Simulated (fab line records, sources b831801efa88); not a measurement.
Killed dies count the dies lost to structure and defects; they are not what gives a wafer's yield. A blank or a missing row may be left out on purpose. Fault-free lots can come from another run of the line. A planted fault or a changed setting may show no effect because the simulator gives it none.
fab line records || flow sky130 || part 2 of 2: steps 26 to 36 of 36
[record] {"lots": 5, "wafers": 15, "lastDay": 50}
route steps=708 shown VIA1@466 METAL2@483
lots that met no fault: taken from a fault-free run of the same line
startH: the number of hours between the record's first day and the start of the first shown wafer of the lot || waitH: time in hours since the lot's previous step || " same as the row above || L1.1+2: one row covering several wafers at once || - value missing, or start not given || * or withheld: withheld || < > ~ a bound
route shown NAME@n: NAME is a module with steps in the file, n the number in the route of the first one || usual: the fault-free wafers' mean and standard deviation || same: alike in all rows || chamber/n: place in a boat || sites: readings site by site || _std_site: standard deviation across them || _edge_site: mean of outer sites minus mean of inner sites || radiusMm: how far each site lies from the wafer's centre || mask NAME#n: copy n || behind: the last tool/chamber to shape the wafer || hold: what put the lot on hold/how long, in hours/how the hold closed || device: the n, p or np transistor that did not switch || end of line: the route-end tests of the same wafers || for a step that has no rows: nothing shown but its recipe || killed: at the first sort, the dies lost to defects and structure; wafer yield is something else || map: a wafer's dies, x killed, . not, _ none there
set.NAME: the setting that was run; set.NAME@STEP: the one run at that earlier step || model.NAME: the simulator's own value behind a step, which no gauge read
lots seen at some steps along the route; tables by step, rows by wafer
services: a tool's chamber out of use, with start hour (startH, from the record's first day; less than 0 if before it), hours out, and reason
[[steps]]
[step SKY_METAL2_HMDS_08]
[recipe] {"primeTimeS": 60, "primeTempC": 120}
{"lot.wafer": "L077.2+3+5", "tool": "lithoTrack-01", "chamber": 0, "startH": 828.73, "waitH": 0.1}
{"lot.wafer": "L078.1+3+5", "tool": "lithoTrack-01", "chamber": 0, "startH": 838.80, "waitH": 0.1}
{"lot.wafer": "L088.2+5+6", "tool": "lithoTrack-01", "chamber": 0, "startH": 921.68, "waitH": 0.1}
{"lot.wafer": "L092.2+4+6", "tool": "lithoTrack-03", "chamber": 0, "startH": 945.41, "waitH": 0.1}
{"lot.wafer": "L096.1+3+5", "tool": "lithoTrack-01", "chamber": 0, "startH": 971.25, "waitH": 0.1}
[step SKY_METAL2_COAT_09]
[recipe] {"resist": "BARC", "tempC": "withheld", "timeS": "withheld", "spinRpm": 3000, "resistThkNm": 60}
[usual] {"spinSpeedRpm": "3000.0/2.2"}
{"lot.wafer": "L077.2", "tool": "lithoTrack-01", "chamber": 0, "startH": 828.88, "waitH": 0.1, "spinSpeedRpm": 3002.1}
{"lot.wafer": "L077.3", "tool": "lithoTrack-01", "chamber": 0, "startH": 828.88, "waitH": 0.1, "spinSpeedRpm": 2998.7}
{"lot.wafer": "L077.5", "tool": "lithoTrack-01", "chamber": 0, "startH": 828.88, "waitH": 0.1, "spinSpeedRpm": 2997.6}
{"lot.wafer": "L078.1", "tool": "lithoTrack-01", "chamber": 0, "startH": 838.95, "waitH": 0.1, "spinSpeedRpm": 3001.8}
{"lot.wafer": "L078.3", "tool": "lithoTrack-01", "chamber": 0, "startH": 838.95, "waitH": 0.1, "spinSpeedRpm": 3000.4}
{"lot.wafer": "L078.5", "tool": "lithoTrack-01", "chamber": 0, "startH": 838.95, "waitH": 0.1, "spinSpeedRpm": 3000.3}
{"lot.wafer": "L088.2", "tool": "lithoTrack-01", "chamber": 0, "startH": 921.83, "waitH": 0.1, "spinSpeedRpm": 3000.8}
{"lot.wafer": "L088.5", "tool": "lithoTrack-01", "chamber": 0, "startH": 921.83, "waitH": 0.1, "spinSpeedRpm": 3001.4}
{"lot.wafer": "L088.6", "tool": "lithoTrack-01", "chamber": 0, "startH": 921.83, "waitH": 0.1, "spinSpeedRpm": 3001.5}
{"lot.wafer": "L092.2", "tool": "lithoTrack-03", "chamber": 0, "startH": 945.56, "waitH": 0.1, "spinSpeedRpm": 2997.8}
{"lot.wafer": "L092.4", "tool": "lithoTrack-03", "chamber": 0, "startH": 945.56, "waitH": 0.1, "spinSpeedRpm": 2998.8}
{"lot.wafer": "L092.6", "tool": "lithoTrack-03", "chamber": 0, "startH": 945.56, "waitH": 0.1, "spinSpeedRpm": 3001.2}
{"lot.wafer": "L096.1", "tool": "lithoTrack-01", "chamber": 0, "startH": 971.40, "waitH": 0.1, "spinSpeedRpm": 2997.9}
{"lot.wafer": "L096.3", "tool": "lithoTrack-01", "chamber": 0, "startH": 971.40, "waitH": 0.1, "spinSpeedRpm": 3000.8}
{"lot.wafer": "L096.5", "tool": "lithoTrack-01", "chamber": 0, "startH": 971.40, "waitH": 0.1, "spinSpeedRpm": 3000.2}
[step SKY_METAL2_COAT_10]
[recipe] {"resist": "KrF-thick", "spinRpm": 3000, "resistThkNm": 450}
[usual] {"spinSpeedRpm": "2999.9/1.7"}
{"lot.wafer": "L077.2", "tool": "lithoTrack-01", "chamber": 0, "startH": "-", "waitH": "-", "spinSpeedRpm": 3000.8}
{"lot.wafer": "L077.3", "tool": "lithoTrack-01", "chamber": 0, "startH": "-", "waitH": "-", "spinSpeedRpm": 2998.2}
{"lot.wafer": "L077.5", "tool": "lithoTrack-01", "chamber": 0, "startH": "-", "waitH": "-", "spinSpeedRpm": 3000.2}
{"lot.wafer": "L078.1", "tool": "lithoTrack-01", "chamber": 0, "startH": "-", "waitH": "-", "spinSpeedRpm": 3002.0}
{"lot.wafer": "L078.3", "tool": "lithoTrack-01", "chamber": 0, "startH": "-", "waitH": "-", "spinSpeedRpm": 2998.9}
{"lot.wafer": "L078.5", "tool": "lithoTrack-01", "chamber": 0, "startH": "-", "waitH": "-", "spinSpeedRpm": 3000.5}
{"lot.wafer": "L088.2", "tool": "lithoTrack-01", "chamber": 0, "startH": "-", "waitH": "-", "spinSpeedRpm": 3003.1}
{"lot.wafer": "L088.5", "tool": "lithoTrack-01", "chamber": 0, "startH": "-", "waitH": "-", "spinSpeedRpm": 3001.2}
{"lot.wafer": "L088.6", "tool": "lithoTrack-01", "chamber": 0, "startH": "-", "waitH": "-", "spinSpeedRpm": 3001.6}
{"lot.wafer": "L092.2", "tool": "lithoTrack-03", "chamber": 0, "startH": "-", "waitH": "-", "spinSpeedRpm": 3000.1}
{"lot.wafer": "L092.4", "tool": "lithoTrack-03", "chamber": 0, "startH": "-", "waitH": "-", "spinSpeedRpm": 2998.3}
{"lot.wafer": "L092.6", "tool": "lithoTrack-03", "chamber": 0, "startH": "-", "waitH": "-", "spinSpeedRpm": 3001.7}
{"lot.wafer": "L096.1", "tool": "lithoTrack-01", "chamber": 0, "startH": "-", "waitH": "-", "spinSpeedRpm": 3003.2}
{"lot.wafer": "L096.3", "tool": "lithoTrack-01", "chamber": 0, "startH": "-", "waitH": "-", "spinSpeedRpm": 2999.6}
{"lot.wafer": "L096.5", "tool": "lithoTrack-01", "chamber": 0, "startH": "-", "waitH": "-", "spinSpeedRpm": 3000.7}
[step SKY_METAL2_SOFTBAKE_11]
[recipe] {"tempC": 100, "timeS": 90, "resist": "KrF-thick"}
{"lot.wafer": "L077.2+3+5", "tool": "lithoTrack-01", "chamber": 0, "startH": "-", "waitH": "-"}
{"lot.wafer": "L078.1+3+5", "tool": "lithoTrack-01", "chamber": 0, "startH": "-", "waitH": "-"}
{"lot.wafer": "L088.2+5+6", "tool": "lithoTrack-01", "chamber": 0, "startH": "-", "waitH": "-"}
{"lot.wafer": "L092.2+4+6", "tool": "lithoTrack-03", "chamber": 0, "startH": "-", "waitH": "-"}
{"lot.wafer": "L096.1+3+5", "tool": "lithoTrack-01", "chamber": 0, "startH": "-", "waitH": "-"}
[step SKY_METAL2_EXPOSE_12]
[recipe] {"maskId": "MM2", "na": 0.8, "sourceShape": "annular", "sigmaInner": 0.55, "sigmaOuter": 0.85, "targetCdNm": 140, "doseMj": 28}
[usual] {"exposureDoseMJCm2": "27.946/0.027"}
{"lot.wafer": "L077.2", "tool": "krfScanner-01", "chamber": 0, "startH": "-", "waitH": "-", "mask": "MM2#0", "exposureDoseMJCm2": 27.932}
{"lot.wafer": "L077.3", "tool": "krfScanner-01", "chamber": 0, "startH": "-", "waitH": "-", "mask": "MM2#0", "exposureDoseMJCm2": 27.935}
{"lot.wafer": "L077.5", "tool": "krfScanner-01", "chamber": 0, "startH": "-", "waitH": "-", "mask": "MM2#0", "exposureDoseMJCm2": 27.952}
{"lot.wafer": "L078.1", "tool": "krfScanner-02", "chamber": 0, "startH": "-", "waitH": "-", "mask": "MM2#0", "exposureDoseMJCm2": 27.954}
{"lot.wafer": "L078.3", "tool": "krfScanner-02", "chamber": 0, "startH": "-", "waitH": "-", "mask": "MM2#0", "exposureDoseMJCm2": 27.969}
{"lot.wafer": "L078.5", "tool": "krfScanner-02", "chamber": 0, "startH": "-", "waitH": "-", "mask": "MM2#0", "exposureDoseMJCm2": 27.965}
{"lot.wafer": "L088.2", "tool": "krfScanner-02", "chamber": 0, "startH": "-", "waitH": "-", "mask": "MM2#0", "exposureDoseMJCm2": 27.962}
{"lot.wafer": "L088.5", "tool": "krfScanner-02", "chamber": 0, "startH": "-", "waitH": "-", "mask": "MM2#0", "exposureDoseMJCm2": 27.947}
{"lot.wafer": "L088.6", "tool": "krfScanner-02", "chamber": 0, "startH": "-", "waitH": "-", "mask": "MM2#0", "exposureDoseMJCm2": 27.967}
{"lot.wafer": "L092.2", "tool": "krfScanner-01", "chamber": 0, "startH": "-", "waitH": "-", "mask": "MM2#0", "exposureDoseMJCm2": 27.903}
{"lot.wafer": "L092.4", "tool": "krfScanner-01", "chamber": 0, "startH": "-", "waitH": "-", "mask": "MM2#0", "exposureDoseMJCm2": 27.922}
{"lot.wafer": "L092.6", "tool": "krfScanner-01", "chamber": 0, "startH": "-", "waitH": "-", "mask": "MM2#0", "exposureDoseMJCm2": 27.946}
{"lot.wafer": "L096.1", "tool": "krfScanner-02", "chamber": 0, "startH": "-", "waitH": "-", "mask": "MM2#0", "exposureDoseMJCm2": 27.991}
{"lot.wafer": "L096.3", "tool": "krfScanner-02", "chamber": 0, "startH": "-", "waitH": "-", "mask": "MM2#0", "exposureDoseMJCm2": 27.951}
{"lot.wafer": "L096.5", "tool": "krfScanner-02", "chamber": 0, "startH": "-", "waitH": "-", "mask": "MM2#0", "exposureDoseMJCm2": 27.964}
[step SKY_METAL2_PEB_13]
[recipe] {"pebTempC": "withheld", "pebTimeS": "withheld", "resist": "KrF-thick"}
{"lot.wafer": "L077.2+3+5", "tool": "lithoTrack-03", "chamber": 0, "startH": "-", "waitH": "-"}
{"lot.wafer": "L078.1+3+5", "tool": "lithoTrack-03", "chamber": 0, "startH": "-", "waitH": "-"}
{"lot.wafer": "L088.2+5+6", "tool": "lithoTrack-01", "chamber": 0, "startH": "-", "waitH": "-"}
{"lot.wafer": "L092.2+4+6", "tool": "lithoTrack-01", "chamber": 0, "startH": "-", "waitH": "-"}
{"lot.wafer": "L096.1+3+5", "tool": "lithoTrack-03", "chamber": 0, "startH": "-", "waitH": "-"}
[step SKY_METAL2_DEVELOP_14]
[recipe] {"developTimeS": 60, "resist": "KrF-thick", "devTempC": 21}
{"lot.wafer": "L077.2+3+5", "tool": "lithoTrack-03", "chamber": 0, "startH": "-", "waitH": "-"}
{"lot.wafer": "L078.1+3+5", "tool": "lithoTrack-03", "chamber": 0, "startH": "-", "waitH": "-"}
{"lot.wafer": "L088.2+5+6", "tool": "lithoTrack-01", "chamber": 0, "startH": "-", "waitH": "-"}
{"lot.wafer": "L092.2+4+6", "tool": "lithoTrack-01", "chamber": 0, "startH": "-", "waitH": "-"}
{"lot.wafer": "L096.1+3+5", "tool": "lithoTrack-03", "chamber": 0, "startH": "-", "waitH": "-"}
[step SKY_METAL2_CD_MEAS_15]
[recipe] {"targetCdNm": 140}
[usual] {"cdNm": "139.4/1.3"}
{"lot.wafer": "L077.2", "tool": "cdSem-01", "chamber": "-", "startH": 842.50, "waitH": "-", "cdNm": 138.9}
{"lot.wafer": "L077.3", "tool": "cdSem-01", "chamber": "-", "startH": 842.50, "waitH": "-", "cdNm": 139.1}
{"lot.wafer": "L077.5", "tool": "cdSem-01", "chamber": "-", "startH": 842.50, "waitH": "-", "cdNm": 138.7}
{"lot.wafer": "L078.1", "tool": "cdSem-01", "chamber": "-", "startH": 852.03, "waitH": "-", "cdNm": 141.0}
{"lot.wafer": "L078.3", "tool": "cdSem-01", "chamber": "-", "startH": 852.03, "waitH": "-", "cdNm": 139.1}
{"lot.wafer": "L078.5", "tool": "cdSem-01", "chamber": "-", "startH": 852.03, "waitH": "-", "cdNm": 139.8}
{"lot.wafer": "L088.2", "tool": "cdSem-02", "chamber": "-", "startH": 934.47, "waitH": "-", "cdNm": 138.4}
{"lot.wafer": "L088.5", "tool": "cdSem-02", "chamber": "-", "startH": 934.47, "waitH": "-", "cdNm": 137.9}
{"lot.wafer": "L088.6", "tool": "cdSem-02", "chamber": "-", "startH": 934.47, "waitH": "-", "cdNm": 137.7}
{"lot.wafer": "L092.2", "tool": "cdSem-02", "chamber": "-", "startH": 958.32, "waitH": "-", "cdNm": 139.4}
{"lot.wafer": "L092.4", "tool": "cdSem-02", "chamber": "-", "startH": 958.32, "waitH": "-", "cdNm": 139.3}
{"lot.wafer": "L092.6", "tool": "cdSem-02", "chamber": "-", "startH": 958.32, "waitH": "-", "cdNm": 138.5}
{"lot.wafer": "L096.1", "tool": "cdSem-01", "chamber": "-", "startH": 983.53, "waitH": "-", "cdNm": 140.3}
{"lot.wafer": "L096.3", "tool": "cdSem-01", "chamber": "-", "startH": 983.53, "waitH": "-", "cdNm": 140.6}
{"lot.wafer": "L096.5", "tool": "cdSem-01", "chamber": "-", "startH": 983.53, "waitH": "-", "cdNm": 139.6}
[step SKY_METAL2_OVL_MEAS_16]
[usual] {"METAL2_OVL": "2/5.7"}
{"lot.wafer": "L077.2", "tool": "overlay-02", "chamber": "-", "startH": 842.61, "waitH": 0.1, "METAL2_OVL[nm]": -8}
{"lot.wafer": "L077.3", "tool": "overlay-02", "chamber": "-", "startH": 842.61, "waitH": 0.1, "METAL2_OVL[nm]": 5}
{"lot.wafer": "L077.5", "tool": "overlay-02", "chamber": "-", "startH": 842.61, "waitH": 0.1, "METAL2_OVL[nm]": 5}
{"lot.wafer": "L078.1", "tool": "overlay-01", "chamber": "-", "startH": 852.15, "waitH": 0.1, "METAL2_OVL[nm]": -2}
{"lot.wafer": "L078.3", "tool": "overlay-01", "chamber": "-", "startH": 852.15, "waitH": 0.1, "METAL2_OVL[nm]": 7}
{"lot.wafer": "L078.5", "tool": "overlay-01", "chamber": "-", "startH": 852.15, "waitH": 0.1, "METAL2_OVL[nm]": 4}
{"lot.wafer": "L088.2", "tool": "overlay-02", "chamber": "-", "startH": 934.58, "waitH": 0.1, "METAL2_OVL[nm]": 0}
{"lot.wafer": "L088.5", "tool": "overlay-02", "chamber": "-", "startH": 934.58, "waitH": 0.1, "METAL2_OVL[nm]": 0}
{"lot.wafer": "L088.6", "tool": "overlay-02", "chamber": "-", "startH": 934.58, "waitH": 0.1, "METAL2_OVL[nm]": 3}
{"lot.wafer": "L092.2", "tool": "overlay-01", "chamber": "-", "startH": 958.43, "waitH": 0.1, "METAL2_OVL[nm]": 11}
{"lot.wafer": "L092.4", "tool": "overlay-01", "chamber": "-", "startH": 958.43, "waitH": 0.1, "METAL2_OVL[nm]": 5}
{"lot.wafer": "L092.6", "tool": "overlay-01", "chamber": "-", "startH": 958.43, "waitH": 0.1, "METAL2_OVL[nm]": 11}
{"lot.wafer": "L096.1", "tool": "overlay-01", "chamber": "-", "startH": 983.65, "waitH": 0.1, "METAL2_OVL[nm]": 1}
{"lot.wafer": "L096.3", "tool": "overlay-01", "chamber": "-", "startH": 983.65, "waitH": 0.1, "METAL2_OVL[nm]": 0}
{"lot.wafer": "L096.5", "tool": "overlay-01", "chamber": "-", "startH": 983.65, "waitH": 0.1, "METAL2_OVL[nm]": 7}
[step SKY_METAL2_DESCUM_17]
[recipe] {"chemistry": "O2", "sourcePowerW": 150, "biasPowerW": 0, "pressureMtorr": 10, "tempC": 40, "timeS": 8}
[usual] {"drypumpMotorCurrentA": "5.6/0.34", "oesProductAu": "1.002/0.0071"}
{"lot.wafer": "L077.2", "tool": "rieMetal-02", "chamber": 0, "startH": 842.64, "waitH": 0.0, "drypumpMotorCurrentA": 5.2, "oesProductAu": 1.007, "rfHoursCounterH": 5}
{"lot.wafer": "L077.3", "tool": "rieMetal-02", "chamber": 1, "startH": 842.64, "waitH": 0.0, "drypumpMotorCurrentA": 5.8, "oesProductAu": 0.998, "rfHoursCounterH": "-"}
{"lot.wafer": "L077.5", "tool": "rieMetal-02", "chamber": 0, "startH": 842.64, "waitH": 0.0, "drypumpMotorCurrentA": 5.2, "oesProductAu": 1.003, "rfHoursCounterH": "-"}
{"lot.wafer": "L078.1", "tool": "rieMetal-03", "chamber": 0, "startH": 852.19, "waitH": 0.0, "drypumpMotorCurrentA": 5.8, "oesProductAu": 1.001, "rfHoursCounterH": 16}
{"lot.wafer": "L078.3", "tool": "rieMetal-03", "chamber": 1, "startH": 852.19, "waitH": 0.0, "drypumpMotorCurrentA": 5.8, "oesProductAu": 0.996, "rfHoursCounterH": "-"}
{"lot.wafer": "L078.5", "tool": "rieMetal-03", "chamber": 0, "startH": 852.19, "waitH": 0.0, "drypumpMotorCurrentA": 5.8, "oesProductAu": 1.011, "rfHoursCounterH": "-"}
{"lot.wafer": "L088.2", "tool": "rieMetal-03", "chamber": 0, "startH": 934.61, "waitH": 0.0, "drypumpMotorCurrentA": 5.9, "oesProductAu": 1.007, "rfHoursCounterH": 1}
{"lot.wafer": "L088.5", "tool": "rieMetal-03", "chamber": 0, "startH": 934.61, "waitH": 0.0, "drypumpMotorCurrentA": 5.8, "oesProductAu": 1.004, "rfHoursCounterH": "-"}
{"lot.wafer": "L088.6", "tool": "rieMetal-03", "chamber": 1, "startH": 934.61, "waitH": 0.0, "drypumpMotorCurrentA": 5.8, "oesProductAu": 1.006, "rfHoursCounterH": "-"}
{"lot.wafer": "L092.2", "tool": "rieMetal-04", "chamber": 0, "startH": 958.46, "waitH": 0.0, "drypumpMotorCurrentA": 6.0, "oesProductAu": 1.007, "rfHoursCounterH": 2}
{"lot.wafer": "L092.4", "tool": "rieMetal-04", "chamber": 1, "startH": 958.46, "waitH": 0.0, "drypumpMotorCurrentA": 5.1, "oesProductAu": 0.998, "rfHoursCounterH": "-"}
{"lot.wafer": "L092.6", "tool": "rieMetal-04", "chamber": 0, "startH": 958.46, "waitH": 0.0, "drypumpMotorCurrentA": 6.0, "oesProductAu": 1.017, "rfHoursCounterH": "-"}
{"lot.wafer": "L096.1", "tool": "rieMetal-04", "chamber": 1, "startH": 983.69, "waitH": 0.0, "drypumpMotorCurrentA": 5.2, "oesProductAu": 1.005, "rfHoursCounterH": 21}
{"lot.wafer": "L096.3", "tool": "rieMetal-04", "chamber": 1, "startH": 983.69, "waitH": 0.0, "drypumpMotorCurrentA": 5.2, "oesProductAu": 1.000, "rfHoursCounterH": "-"}
{"lot.wafer": "L096.5", "tool": "rieMetal-04", "chamber": 0, "startH": 983.69, "waitH": 0.0, "drypumpMotorCurrentA": 6.0, "oesProductAu": 1.010, "rfHoursCounterH": "-"}
[step SKY_METAL2_ETCH_18]
[recipe] {"chemistry": "N2/H2", "target": "BARC", "ionEnergyEv": 200, "biasW": 100, "pressureMtorr": 30, "n2FlowSccm": 100, "h2FlowSccm": 200, "icpW": 500, "stopOn": "SiO2", "timeS": 45.9, "targetDepthA": 600}
[usual] {"drypumpMotorCurrentA": "5.6/0.34", "n2FlowSccm": "100.05/0.3", "oesProductAu": "0.854/0.0047", "throttleValvePct": "13.225/0.0087"}
{"lot.wafer": "L077.2", "tool": "rieMetal-02", "chamber": 0, "startH": 842.67, "waitH": 0.0, "drypumpMotorCurrentA": 5.2, "n2FlowSccm": 100.55, "oesProductAu": 0.844, "rfHoursCounterH": 5, "throttleValvePct": 13.200}
{"lot.wafer": "L077.3", "tool": "rieMetal-02", "chamber": 1, "startH": 842.67, "waitH": 0.0, "drypumpMotorCurrentA": 5.8, "n2FlowSccm": 100.52, "oesProductAu": 0.853, "rfHoursCounterH": "-", "throttleValvePct": 13.219}
{"lot.wafer": "L077.5", "tool": "rieMetal-02", "chamber": 0, "startH": 842.67, "waitH": 0.0, "drypumpMotorCurrentA": 5.2, "n2FlowSccm": 100.62, "oesProductAu": 0.853, "rfHoursCounterH": "-", "throttleValvePct": 13.224}
{"lot.wafer": "L078.1", "tool": "rieMetal-03", "chamber": 0, "startH": 852.22, "waitH": 0.0, "drypumpMotorCurrentA": 5.9, "n2FlowSccm": 100.34, "oesProductAu": 0.856, "rfHoursCounterH": 16, "throttleValvePct": 13.226}
{"lot.wafer": "L078.3", "tool": "rieMetal-03", "chamber": 1, "startH": 852.22, "waitH": 0.0, "drypumpMotorCurrentA": 5.8, "n2FlowSccm": 99.84, "oesProductAu": 0.853, "rfHoursCounterH": "-", "throttleValvePct": 13.232}
{"lot.wafer": "L078.5", "tool": "rieMetal-03", "chamber": 0, "startH": 852.22, "waitH": 0.0, "drypumpMotorCurrentA": 5.9, "n2FlowSccm": 100.05, "oesProductAu": 0.858, "rfHoursCounterH": "-", "throttleValvePct": 13.216}
{"lot.wafer": "L088.2", "tool": "rieMetal-03", "chamber": 0, "startH": 934.64, "waitH": 0.0, "drypumpMotorCurrentA": 5.9, "n2FlowSccm": 100.37, "oesProductAu": 0.849, "rfHoursCounterH": 1, "throttleValvePct": 13.214}
{"lot.wafer": "L088.5", "tool": "rieMetal-03", "chamber": 0, "startH": 934.64, "waitH": 0.0, "drypumpMotorCurrentA": 5.9, "n2FlowSccm": 100.16, "oesProductAu": 0.849, "rfHoursCounterH": "-", "throttleValvePct": 13.223}
{"lot.wafer": "L088.6", "tool": "rieMetal-03", "chamber": 1, "startH": 934.64, "waitH": 0.0, "drypumpMotorCurrentA": 5.8, "n2FlowSccm": 99.72, "oesProductAu": 0.848, "rfHoursCounterH": "-", "throttleValvePct": 13.238}
{"lot.wafer": "L092.2", "tool": "rieMetal-04", "chamber": 0, "startH": 958.49, "waitH": 0.0, "drypumpMotorCurrentA": 6.0, "n2FlowSccm": 99.38, "oesProductAu": 0.848, "rfHoursCounterH": 3, "throttleValvePct": 13.221}
{"lot.wafer": "L092.4", "tool": "rieMetal-04", "chamber": 1, "startH": 958.49, "waitH": 0.0, "drypumpMotorCurrentA": 5.2, "n2FlowSccm": 100.53, "oesProductAu": 0.855, "rfHoursCounterH": "-", "throttleValvePct": 13.227}
{"lot.wafer": "L092.6", "tool": "rieMetal-04", "chamber": 0, "startH": 958.49, "waitH": 0.0, "drypumpMotorCurrentA": 6.0, "n2FlowSccm": 99.91, "oesProductAu": 0.850, "rfHoursCounterH": "-", "throttleValvePct": 13.224}
{"lot.wafer": "L096.1", "tool": "rieMetal-04", "chamber": 1, "startH": 983.72, "waitH": 0.0, "drypumpMotorCurrentA": 5.1, "n2FlowSccm": 99.89, "oesProductAu": 0.852, "rfHoursCounterH": 21, "throttleValvePct": 13.232}
{"lot.wafer": "L096.3", "tool": "rieMetal-04", "chamber": 1, "startH": 983.72, "waitH": 0.0, "drypumpMotorCurrentA": 5.2, "n2FlowSccm": 100.17, "oesProductAu": 0.852, "rfHoursCounterH": "-", "throttleValvePct": 13.222}
{"lot.wafer": "L096.5", "tool": "rieMetal-04", "chamber": 0, "startH": 983.72, "waitH": 0.0, "drypumpMotorCurrentA": 6.0, "n2FlowSccm": 100.02, "oesProductAu": 0.848, "rfHoursCounterH": "-", "throttleValvePct": 13.229}
[[services]]
{"tool": "rieMetal-04", "chamber": 1, "startH": 787.01, "hours": 2.7, "kind": "repair"}
{"tool": "cmp-01", "chamber": "-", "startH": 793.64, "hours": 0.8, "kind": "repair"}
{"tool": "pvdSputter-03", "chamber": "-", "startH": 799.00, "hours": 24.2, "kind": "repair"}
{"tool": "pvdSputter-04", "chamber": "-", "startH": 810.55, "hours": 0.9, "kind": "repair"}
{"tool": "wetBench-03", "chamber": "-", "startH": 812.75, "hours": 1.9, "kind": "pm"}
{"tool": "krfScanner-02", "chamber": "-", "startH": 814.10, "hours": 0.8, "kind": "pm"}
{"tool": "rieDiel-03", "chamber": 1, "startH": 814.68, "hours": 3.0, "kind": "repair"}
{"tool": "rieMetal-04", "chamber": 1, "startH": 815.93, "hours": 6.5, "kind": "repair"}
{"tool": "krfScanner-02", "chamber": "-", "startH": 819.81, "hours": 0.8, "kind": "pm"}
{"tool": "rieDiel-03", "chamber": 3, "startH": 828.33, "hours": 6.8, "kind": "repair"}
{"tool": "krfScanner-02", "chamber": "-", "startH": 832.33, "hours": 1.0, "kind": "pm"}
{"tool": "rieDiel-04", "chamber": "-", "startH": 832.40, "hours": 0.5, "kind": "repair"}
{"tool": "rieDiel-04", "chamber": 3, "startH": 836.78, "hours": 2.6, "kind": "repair"}
{"tool": "rieDiel-04", "chamber": 1, "startH": 843.52, "hours": 1.7, "kind": "repair"}
{"tool": "rieDiel-03", "chamber": 1, "startH": 849.83, "hours": 11.1, "kind": "repair"}
{"tool": "cmp-01", "chamber": "-", "startH": 855.69, "hours": 1.4, "kind": "repair"}
{"tool": "rieMetal-04", "chamber": "-", "startH": 874.19, "hours": 1.4, "kind": "pm"}
{"tool": "krfScanner-02", "chamber": "-", "startH": 876.80, "hours": 1.3, "kind": "pm"}
{"tool": "krfScanner-02", "chamber": "-", "startH": 878.49, "hours": 1.4, "kind": "repair"}
{"tool": "rieDiel-04", "chamber": 1, "startH": 885.74, "hours": 4.1, "kind": "repair"}
{"tool": "cmp-01", "chamber": "-", "startH": 894.98, "hours": 3.8, "kind": "repair"}
{"tool": "krfScanner-02", "chamber": "-", "startH": 932.64, "hours": 2.4, "kind": "repair"}
{"tool": "pvdSputter-02", "chamber": "-", "startH": 967.72, "hours": 1.6, "kind": "repair"}
{"tool": "krfScanner-02", "chamber": "-", "startH": 982.98, "hours": 0.8, "kind": "pm"}
